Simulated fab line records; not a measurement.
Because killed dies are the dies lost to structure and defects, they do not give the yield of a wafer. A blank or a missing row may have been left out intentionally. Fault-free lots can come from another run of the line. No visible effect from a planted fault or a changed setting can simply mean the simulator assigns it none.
fab line records	flow sfq_line
record lots=5	wafers=15	last_day=87
route steps=325 shown M6@255 I6@266 M7@281
lots untouched by any fault: they come from a run of this same line in which no faults occurred
start_h: hours from the record's opening day to when the first of the lot's shown wafers began	wait_h: time in hours since the lot's previous step	" as in the row above	L1.1+2: a single row standing in for several wafers	- value missing, or start not given	* or withheld: withheld	< > ~ a bound
route shown NAME@n: a module of which the file shows steps, and the number in the route of the first	usual: mean and standard deviation over wafers with no fault	same: alike in all rows	chamber/n: place in a boat	sites: the reading at each site	_std_site: standard deviation of those values	_edge_site: the outer-site mean with the inner-site mean subtracted	radius_mm: for every site, how far away it sits from the centre of the wafer	mask NAME#n: copy n	behind: the most recent tool/chamber to have shaped the wafer	hold: reason for holding the lot/hours on hold/outcome of the hold	device: names the non-switching transistor (n, p or np)	end of line: tests run on the same wafers once the route is complete	for a step that has no rows: nothing shown but its recipe	killed: dies that structure and defects cost at the first sort, which is not the same as the wafer's yield	map: per-die view of a wafer (x killed, . not killed, _ where there is no die)
set.NAME: the setting as run; set.NAME@STEP: as run at that earlier step	model.NAME: the simulator's own value behind a step, which no gauge read
certain route steps with their lots: each step a table, each wafer a row
services: from which hour (start_h, from the record's first day; less than 0 if before it) a tool's chamber was out of use, for how many hours, and why
## steps
# step SFQ_TRILAYER_M6_LITHO_COAT_164
# recipe resist=BARC	spin_rpm=3000	resist_thk_nm=62
# step SFQ_TRILAYER_M6_LITHO_COAT_159
# recipe resist=KrF	spin_rpm=3000	resist_thk_nm=600
# step SFQ_TRILAYER_M6_LITHO_SOFTBAKE_163
# recipe temp_c=withheld	time_s=withheld	resist=KrF
# step SFQ_TRILAYER_M6_LITHO_EXPOSE_160
# recipe mask_id=M6	na=0.6	source_shape=conventional	sigma_outer=0.65	target_cd_nm=500	dose_mj=14.4
# step SFQ_TRILAYER_M6_LITHO_PEB_162
# recipe peb_temp_c=115	peb_time_s=60	resist=KrF
# step SFQ_TRILAYER_M6_LITHO_DEVELOP_161
# recipe time_s=60	resist=KrF
# step SFQ_M6_OVL_MEAS_940
# usual M6_OVL=2/5.4
lot.wafer	tool	chamber	start_h	wait_h	M6_OVL[nm]
L125.2	overlay-02	-	1799.47	0.1	2
L125.4	"	-	"	"	3
L125.6	"	-	"	"	0
L126.1	overlay-02	-	1804.26	0.1	-4
L126.2	"	-	"	"	-6
L126.4	"	-	"	"	0
L136.1	overlay-01	-	1828.26	0.1	4
L136.2	"	-	"	"	10
L136.3	"	-	"	"	3
L143.1	overlay-02	-	1887.14	0.1	-3
L143.2	"	-	"	"	0
L143.4	"	-	"	"	-1
L145.1	overlay-01	-	1919.12	0.1	-5
L145.4	"	-	"	"	-1
L145.5	"	-	"	"	-8
# step SFQ_TRILAYER_M6_BARC_OPEN_METAL_ETCH_206
# recipe mask_material=PR	chemistry=O2	target_depth_nm=125	target=BARC	icp_w=600	bias_w=80	pressure_mtorr=10	time_s=41.7
# step SFQ_TRILAYER_M6_ETCH_METAL_ETCH_162
# recipe target=Nb	stop_on=SiO2	mask_material=PR	chemistry=Cl2/Ar	target_depth_nm=240	icp_w=600	bias_w=80	pressure_mtorr=10	time_s=120
# step SFQ_TRILAYER_M6_STRIP_STRIP_163
# recipe gas=O2	power_w=200	platen_temp_c=40	overash_fraction=0.65	chemistry=O2	pressure_mtorr=50
# usual drypump_motor_current_A=5.9/0.32	oes_product_au=1.003/0.0087
lot.wafer	tool	chamber	start_h	wait_h	drypump_motor_current_A	oes_product_au	rf_hours_counter_h
L125.2	rie_metal-02	1	1799.68	0.1	5.4	1.022	64
L125.4	"	1	"	"	5.4	1.012	-
L125.6	"	1	"	"	5.4	1.008	-
L126.1	rie_metal-02	1	1804.48	0.1	5.4	0.999	64
L126.2	"	0	"	"	5.7	1.001	14
L126.4	"	1	"	"	5.4	1.014	-
L136.1	rie_metal-04	1	1828.66	0.2	5.9	0.993	131
L136.2	"	1	"	"	5.9	0.997	-
L136.3	"	1	"	"	5.9	0.990	-
L143.1	rie_metal-04	1	1887.36	0.1	5.9	1.002	2
L143.2	"	0	"	"	5.8	1.000	7
L143.4	"	1	"	"	5.9	1.012	-
L145.1	rie_metal-02	0	1919.34	0.1	5.7	0.990	30
L145.4	"	1	"	"	5.4	1.007	-
L145.5	"	0	"	"	5.7	0.997	-
# step SFQ_TRILAYER_M6_STRIP_SOLV_CLEAN_164
# recipe chemistry=NMP	temp_c=70	time_s=600
# step SFQ_TRILAYER_I6_DEP_PECVD_165
# recipe material=SiO2	temp_c=150	time_s=111.11	pressure_torr=2.4	rf_w=183.3	precursor=SiH4/N2O	target_thk_nm=500
# usual heater_power_w=77/11	throttle_valve_pct=24.8/1.3
lot.wafer	tool	chamber	start_h	wait_h	heater_power_w	throttle_valve_pct
L125.2	pecvd-03	0	1800.45	0.0	89	24.5
L125.4	"	2	"	"	62	27.2
L125.6	"	0	"	"	90	24.5
L126.1	pecvd-01	1	1805.25	0.0	85	24.1
L126.2	"	0	"	"	85	25.1
L126.4	"	2	"	"	62	24.1
L136.1	pecvd-03	0	1830.07	0.0	93	24.2
L136.2	"	2	"	"	71	27.0
L136.3	"	1	"	"	73	25.7
L143.1	pecvd-02	2	1888.14	0.0	77	22.8
L143.2	"	1	"	"	54	24.6
L143.4	"	1	"	"	57	24.8
L145.1	pecvd-01	2	1920.11	0.0	77	24.3
L145.4	"	2	"	"	63	24.5
L145.5	"	0	"	"	95	25.3
# step SFQ_TRILAYER_I6_CMP_CMP_166
# recipe material=SiO2	down_force_psi=3	platen_rpm=60	pad_velocity_m_s=0.94248
# usual edge_zone_pressure_frac=1.000/0.0052	motor_current_A=10.2/1	slurry_flow_ml_min=150.0/0.46	time_to_endpoint_s=215/6.5
lot.wafer	tool	chamber	start_h	wait_h	edge_zone_pressure_frac	motor_current_A	slurry_flow_ml_min	time_to_endpoint_s	model.SiO2_of_TRILAYER_I6_DEP_PECVD_165.thk_nm
L125.4	cmp-02	2	1806.09	5.6	1.004	10.9	149.5	214	197.7
L125.2	"	3	"	"	0.990	8.7	149.1	206	199.3
L125.6	"	2	1808.09	7.6	1.008	11.1	150.1	216	199.5
L126.2	cmp-01	1	1807.67	2.4	1.003	8.9	150.0	206	198.9
L126.4	"	2	"	"	0.996	10.2	149.8	225	199.8
L126.1	"	3	"	"	1.005	12.1	149.9	221	198.2
L136.1	cmp-01	1	1842.85	12.7	1.002	8.9	150.5	207	199.9
L136.2	"	2	"	"	0.998	9.7	149.3	209	200.7
L136.3	"	0	1844.35	14.2	1.004	10.9	149.6	197	220.8
L143.2	cmp-02	0	1888.72	0.5	0.996	9.6	149.4	226	199.5
L143.4	"	1	"	"	1.008	10.2	149.7	221	198.8
L143.1	"	2	"	"	0.991	10.7	148.7	215	200.8
L145.1	cmp-02	1	1920.19	0.0	0.996	10.7	150.5	213	200.7
L145.4	"	3	1921.19	1.0	0.991	9.2	149.8	219	201.8
L145.5	"	2	1922.69	2.5	0.995	10.4	150.0	225	201.3
# step SFQ_I6_BOW_MEAS_941
# recipe mode=bow
# usual I6_BOW=9/7.3
lot.wafer	tool	chamber	start_h	wait_h	I6_BOW[um]
L125.2	film_metro-01	-	1808.61	1.5	5
L125.4	"	-	"	"	5
L125.6	"	-	"	"	17
L126.1	film_metro-02	-	1810.67	1.5	-2
L126.2	"	-	"	"	4
L126.4	"	-	"	"	11
L136.1	film_metro-01	-	1845.85	2.5	19
L136.2	"	-	"	"	8
L136.3	"	-	"	"	20
L143.1	film_metro-02	-	1891.22	1.0	3
L143.2	"	-	"	"	-3
L143.4	"	-	"	"	5
L145.1	film_metro-03	-	1923.19	2.5	15
L145.4	"	-	"	"	25
L145.5	"	-	"	"	24
# step SFQ_TRILAYER_I6_METRO_MEASURE_167
# usual thk_nm=200.0/0.9
lot.wafer	tool	chamber	start_h	wait_h	thk_nm
L125.2	film_metro-01	-	1808.91	0.3	199.4
L125.4	"	-	"	"	197.5
L125.6	"	-	"	"	199.6
L126.1	film_metro-02	-	1810.79	0.1	198.2
L126.2	"	-	"	"	199.0
L126.4	"	-	"	"	199.8
L136.1	film_metro-01	-	1845.97	0.1	199.8
L136.2	"	-	"	"	200.8
L136.3	"	-	"	"	220.8
L143.1	film_metro-02	-	1891.34	0.1	200.5
L143.2	"	-	"	"	199.5
L143.4	"	-	"	"	198.9
L145.1	film_metro-03	-	1923.31	0.1	200.8
L145.4	"	-	"	"	201.6
L145.5	"	-	"	"	201.3
# step SFQ_TRILAYER_I6_VIA_LITHO_COAT_174
# recipe resist=BARC	spin_rpm=3000	resist_thk_nm=62
# step SFQ_TRILAYER_I6_VIA_LITHO_COAT_169
# recipe resist=KrF	spin_rpm=3000	resist_thk_nm=650
# step SFQ_TRILAYER_I6_VIA_LITHO_SOFTBAKE_173
# recipe temp_c=withheld	time_s=withheld	resist=KrF
# step SFQ_TRILAYER_I6_VIA_LITHO_EXPOSE_170
# recipe mask_id=I6	na=0.6	source_shape=conventional	sigma_outer=0.65	target_cd_nm=700	dose_mj=21.3
# step SFQ_TRILAYER_I6_VIA_LITHO_PEB_172
# recipe peb_temp_c=115	peb_time_s=60	resist=KrF
# step SFQ_TRILAYER_I6_VIA_LITHO_DEVELOP_171
# recipe time_s=60	resist=KrF
# step SFQ_I6_OVL_MEAS_942
# usual I6_OVL=0/4.4
lot.wafer	tool	chamber	start_h	wait_h	I6_OVL[nm]
L125.2	overlay-01	-	1814.41	0.1	0
L125.4	"	-	"	"	-3
L125.6	"	-	"	"	-5
L126.1	overlay-02	-	1818.76	0.1	1
L126.2	"	-	"	"	0
L126.4	"	-	"	"	-1
L136.1	overlay-02	-	1850.02	0.1	-5
L136.2	"	-	"	"	-9
L136.3	"	-	"	"	6
L143.1	overlay-02	-	1978.54	0.1	4
L143.2	"	-	"	"	0
L143.4	"	-	"	"	3
L145.1	overlay-02	-	1989.34	0.1	-1
L145.4	"	-	"	"	1
L145.5	"	-	"	"	-3
# step SFQ_TRILAYER_I6_VIA_BARC_OPEN_VIA_ETCH_235
# recipe mask_material=PR	chemistry=O2	target_depth_nm=125	target=BARC	source_w=500	bias_w=80	pressure_mtorr=30	time_s=41.7
# usual drypump_motor_current_A=5.8/0.7	oes_product_au=0.686/0.005
lot.wafer	tool	chamber	start_h	wait_h	drypump_motor_current_A	oes_product_au	rf_hours_counter_h
L125.2	rie_diel-01	1	1814.44	0.0	4.8	0.689	11
L125.4	"	0	"	"	5.3	0.698	-
L125.6	"	2	"	"	6.7	0.691	-
L126.1	rie_diel-04	0	1818.79	0.0	5.4	0.684	19
L126.2	"	1	"	"	5.3	0.686	20
L126.4	"	3	"	"	6.6	0.679	2
L136.1	rie_diel-01	2	1850.05	0.0	6.7	0.684	15
L136.2	"	1	"	"	4.8	0.692	11
L136.3	"	3	"	"	6.8	0.673	1
L143.1	rie_diel-04	3	1978.57	0.0	6.6	0.680	4
L143.2	"	2	"	"	5.5	0.685	17
L143.4	"	1	"	"	5.3	0.687	1
L145.1	rie_diel-03	1	1989.37	0.0	6.6	0.684	15
L145.4	"	2	"	"	5.3	0.685	21
L145.5	"	2	"	"	5.3	0.682	-
# step SFQ_TRILAYER_I6_VIA_ETCH_VIA_ETCH_172
# recipe target=SiO2	stop_on=Nb	mask_material=PR	taper_deg=20	chemistry=CHF3	target_depth_nm=260	source_w=500	bias_w=80	pressure_mtorr=30	time_s=withheld
# usual drypump_motor_current_A=5.8/0.7	oes_product_au=0.854/0.0049
lot.wafer	tool	chamber	start_h	wait_h	drypump_motor_current_A	oes_product_au	model.etch.depth_nm	model.I6.feature_depth_nm
L125.2	rie_diel-01	1	1814.48	0.0	4.8	0.843	199.3	199.3
L125.4	"	0	"	"	5.3	0.852	197.7	197.7
L125.6	"	2	"	"	6.7	0.861	199.5	199.5
L126.1	rie_diel-04	0	1818.83	0.0	5.3	0.848	198.2	198.2
L126.2	"	1	"	"	5.3	0.850	198.9	198.9
L126.4	"	3	"	"	6.6	0.855	199.8	199.8
L136.1	rie_diel-01	2	1850.09	0.0	6.7	0.859	199.9	199.9
L136.2	"	1	"	"	4.8	0.862	200.7	200.7
L136.3	"	3	"	"	6.8	0.898	220.8	220.8
L143.1	rie_diel-04	3	1978.61	0.0	6.6	0.850	200.8	200.8
L143.2	"	2	"	"	5.5	0.851	199.5	199.5
L143.4	"	1	"	"	5.3	0.851	198.8	198.8
L145.1	rie_diel-03	1	1989.41	0.0	6.6	0.860	200.7	200.7
L145.4	"	2	"	"	5.3	0.861	201.8	201.8
L145.5	"	2	"	"	5.3	0.860	201.3	201.3
# step SFQ_TRILAYER_I6_VIA_STRIP_STRIP_173
# recipe gas=O2	power_w=200	platen_temp_c=40	overash_fraction=0.65	chemistry=O2	pressure_mtorr=50
# usual drypump_motor_current_A=5.63/0.17	oes_product_au=1.004/0.0098
lot.wafer	tool	chamber	start_h	wait_h	drypump_motor_current_A	oes_product_au	rf_hours_counter_h
L125.2	rie_metal-02	1	1814.60	-	5.41	1.011	66
L125.4	"	1	"	"	5.41	1.017	-
L125.6	"	1	"	"	5.39	1.017	-
L126.1	rie_metal-01	0	1818.95	-	5.57	0.992	44
L126.2	"	0	"	"	5.60	0.990	-
L126.4	"	0	"	"	5.59	0.989	-
L136.1	rie_metal-04	0	1850.21	-	5.79	0.992	2
L136.2	"	0	"	"	5.81	0.989	-
L136.3	"	0	"	"	5.79	1.004	-
L143.1	rie_metal-01	1	1978.73	-	5.63	0.994	19
L143.2	"	0	"	"	5.58	0.994	71
L143.4	"	1	"	"	5.59	0.997	-
L145.1	rie_metal-04	0	1989.53	-	5.78	0.996	24
L145.4	"	1	"	"	5.92	1.003	-
L145.5	"	0	"	"	5.76	1.001	-
# step SFQ_TRILAYER_I6_VIA_STRIP_SOLV_CLEAN_174
# recipe chemistry=NMP	temp_c=70	time_s=600
# step SFQ_TRILAYER_M7_DEP_PRE_CLEAN_176
# recipe gas=Ar	time_s=22.5	bias_v=250
lot.wafer	tool	chamber	start_h	wait_h	model.SiO2_of_TRILAYER_I6_DEP_PECVD_165.thk_nm
L125.2	pvd_sputter-05	-	1815.37	0.0	191.8
L125.4	"	-	"	"	190.2
L125.6	"	-	"	"	192
L126.1	pvd_sputter-04	-	1820.32	0.0	190.7
L126.2	"	-	"	"	191.4
L126.4	"	-	"	"	192.3
L136.1	pvd_sputter-05	-	1851.58	0.0	192.4
L136.2	"	-	"	"	193.2
L136.3	"	-	"	"	213.3
L143.1	pvd_sputter-06	-	1979.50	0.0	193.3
L143.2	"	-	"	"	192
L143.4	"	-	"	"	191.3
L145.1	pvd_sputter-05	-	1990.48	0.0	193.2
L145.4	"	-	"	"	194.3
L145.5	"	-	"	"	193.8
# step SFQ_TRILAYER_M7_DEP_SPUTTER_175
# recipe material=Nb	base_pressure_pa=1.33e-06	chamber_pressure_pa=0.1333	substrate_temp_c=20	target_thk_nm=200	power_w=2000	time_s=133.3
# usual chamber_pressure_pa=0.1333/0.00032	throttle_valve_pct=29.8/1
lot.wafer	tool	chamber	start_h	wait_h	chamber_pressure_pa	throttle_valve_pct
L125.2	pvd_sputter-05	-	1815.40	0.0	0.1330	29.1
L125.4	"	-	"	"	0.1332	30.5
L125.6	"	-	"	"	0.1331	30.6
L126.1	pvd_sputter-04	-	1820.35	0.0	0.1335	28.0
L126.2	"	-	"	"	0.1337	29.8
L126.4	"	-	"	"	0.1336	30.7
L136.1	pvd_sputter-05	-	1851.61	0.0	0.1333	30.0
L136.2	"	-	"	"	0.1336	28.5
L136.3	"	-	"	"	0.1333	30.5
L143.1	pvd_sputter-06	-	1979.53	0.0	0.1331	30.5
L143.2	"	-	"	"	0.1330	31.4
L143.4	"	-	"	"	0.1331	31.1
L145.1	pvd_sputter-05	-	1990.51	0.0	0.1337	30.1
L145.4	"	-	"	"	0.1333	30.5
L145.5	"	-	"	"	0.1334	29.1
## services
tool	chamber	start_h	hours	kind
rie_diel-04	-	1776.47	2.8	pm
film_metro-01	-	1785.65	3.5	pm
cmp-02	-	1786.93	1.8	repair
cmp-02	-	1791.51	2.1	repair
rie_diel-01	-	1793.11	2.8	pm
pvd_sputter-05	-	1796.49	6.5	repair
rie_diel-01	3	1797.68	2.1	repair
film_metro-01	-	1797.79	0.7	pm
rie_diel-04	1	1798.58	10.6	repair
rie_diel-01	1	1800.83	5.4	repair
rie_metal-01	1	1801.42	16.4	repair
film_metro-01	-	1814.17	4.7	pm
rie_diel-04	1	1821.77	6.1	repair
cmp-02	-	1830.42	5.1	pm
cmp-02	-	1868.99	17.2	repair
rie_diel-04	0	1869.73	4.6	repair
rie_diel-01	3	1870.06	10.9	repair
rie_diel-01	1	1888.55	1.8	repair
pvd_sputter-05	-	1911.21	3.7	repair
rie_diel-01	1	1942.32	6.1	repair
rie_metal-02	1	1943.80	9.8	repair
rie_diel-04	0	1982.87	3.7	repair
rie_diel-01	-	1983.96	0.4	repair
cmp-02	-	1989.94	13.0	pm
## key
first_sign step=SFQ_TRILAYER_I6_METRO_MEASURE_167	reading=thk_nm	direction=up	sigmas=23	usual=200.0	struck=220.8
effect step=SFQ_TRILAYER_I6_VIA_ETCH_VIA_ETCH_172	reading=oes_product_au	direction=up	sigmas=8.9	usual=0.854	struck=0.898
model_effect step=SFQ_TRILAYER_I6_CMP_CMP_166	value=SiO2_of_TRILAYER_I6_DEP_PECVD_165.thk_nm	without=200.8	struck=220.8
model_effect step=SFQ_TRILAYER_I6_VIA_ETCH_VIA_ETCH_172	value=etch.depth_nm	without=200.8	struck=220.8
model_effect step=SFQ_TRILAYER_M7_DEP_PRE_CLEAN_176	value=SiO2_of_TRILAYER_I6_DEP_PECVD_165.thk_nm	without=193.3	struck=213.3
met_at SFQ_TRILAYER_I6_CMP_CMP_166
struck_wafers L136.3
onset_between 1807.67 1842.85
fault kind=process_parameter_drift	tool=cmp-01	chamber=-	onset_h=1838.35	steps=SFQ_TRILAYER_I6_CMP_CMP_166	channel=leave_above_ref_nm	offset=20	shape=step	end_h=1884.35	scope=struck_wafers_only	acts_in=these_recipes_only	stated=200
